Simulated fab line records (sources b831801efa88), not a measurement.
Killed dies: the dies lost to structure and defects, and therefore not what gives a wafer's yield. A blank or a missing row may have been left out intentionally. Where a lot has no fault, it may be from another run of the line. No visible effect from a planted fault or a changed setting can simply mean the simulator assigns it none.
Struck lot and sound lot, side by side	flow sky130	16 steps out of a route of 708
Sound: the wafers L397.2, L397.3, L397.6. Wafers L385.3, L385.4, L385.5 were the ones struck. Last of all comes the cause.
Order at every step that has rows: each side's tool, ch and its chambers, its first start. Under that, the readings that differ: sound wafers	struck wafers	difference of the means	sigmas: that difference in standard deviations of wafers without a fault.
alike: same words and numbers on both sides, and readings whose means sit less than 2 such deviations apart. not compared: any withheld reading, any reading some wafer has no value for, any bound like >300 that may hide the same value, and any number with overlapping values for which the record gives no deviation.
The two part at a step that has a row with sigmas, a row that says differs or no value, or rows on one side only. Numbers that don't overlap but have no deviation are shown without sigmas and don't part them. A reading missing from all wafers of one side parts the sides only when that side holds two or more wafers.

SKY_METAL1_THK_MEAS_06: measures by xrf.
  sound on film-metro-02, day 37 07:44; struck on film-metro-02, day 33 14:12
  alike: METAL1_ALCU_THK
then, 8 steps without rows for these wafers: SKY_METAL1_DEHYDRATE_07 (time 60 s); SKY_METAL1_HMDS_08 (prime time 60 s); SKY_METAL1_COAT_09 (resist thk 60 nm); SKY_METAL1_COAT_10 (resist thk 450 nm); SKY_METAL1_SOFTBAKE_11 (time 90 s); SKY_METAL1_EXPOSE_12 (exposes mask MM1, target cd 140 nm); SKY_METAL1_PEB_13; SKY_METAL1_DEVELOP_14 (develop time 60 s).
SKY_METAL1_CD_MEAS_15: the cd target is 140 nm.
  sound on cd-sem-01, day 38 09:42; struck on cd-sem-02, day 34 16:57
  alike: cd-nm
SKY_METAL1_OVL_MEAS_16:
  sound on overlay-01, day 38 09:49; struck on overlay-02, day 34 17:03
  alike: METAL1_OVL
SKY_METAL1_DESCUM_17: chemistry O2, time 8 s.
  sound on rie-metal-03 ch 1, day 38 09:50; struck on rie-metal-03 ch 0,1, day 34 17:05
  alike: drypump-motor-current-A, oes-product-au
  not compared: rf-hours-counter-h
SKY_METAL1_ETCH_18: etches BARC in N2/H2, stops on SiO2, time 45.9 s, target depth 60 nm.
  sound on rie-metal-03 ch 1, day 38 09:52; struck on rie-metal-03 ch 0,1, day 34 17:07
  no value came back on the struck wafers for any of 5 readings (bias-w (W), chamber-pressure-mTorr (mTorr) and others); on the sound wafers bias-w (W) reads 99.6 100.0 100.2
reading	sound	struck	difference	sigmas
model.KrF-thick_of_METAL1_COAT_10.thk-nm (nm)	390.4 390.7 391.2	436 434.6 434.7	+44	
  not compared: rf-hours-counter-h
SKY_METAL1_METAL_ETCH_19: etches the open film in Cl2/BCl3, stops on SiO2, target depth 360 nm, time 78 s.
  sound on rie-metal-03 ch 1, day 38 09:56; struck on rie-metal-03 ch 0,1, day 34 17:12
reading	sound	struck	difference	sigmas
oes-product-au (a.u.)	0.862 0.862 0.846	0.380 0.372 0.373	-0.482	-76
model.KrF-thick_of_METAL1_COAT_10.thk-nm (nm)	148.5 148.4 149.1	205.1 193.1 195.9	+49.4	
  alike: bcl3-flow-sccm, bias-w, drypump-motor-current-A, throttle-valve-pct
  not compared: rf-hours-counter-h
SKY_METAL1_STRIP_20: strips in O2/N2.
  sound on plasma-asher-03 ch 0,1, day 38 10:01; struck on plasma-asher-04 ch 0,1, day 34 17:17
reading	sound	struck	difference	sigmas
drypump-motor-current-A (A)	5.8 5.5 5.5	6.5 6.2 6.5	+0.8	+2
oes-product-au (a.u.)	0.347 0.328 0.334	0.369 0.358 0.361	+0.026	+5
strip-time-to-endpoint-s (s)	2.57 2.58 2.58	3.20 3.08 3.11	+0.55	+10
  not compared: rf-hours-counter-h
then, 1 step without rows for these wafers: SKY_METAL1_STRIP_21 (strips in post etch residue remover, time 1200 s).

== WHERE THEY PART ==
Earliest at SKY_METAL1_ETCH_18; latest, in this record, at SKY_METAL1_STRIP_20.

WHY: what had been put in by the simulator
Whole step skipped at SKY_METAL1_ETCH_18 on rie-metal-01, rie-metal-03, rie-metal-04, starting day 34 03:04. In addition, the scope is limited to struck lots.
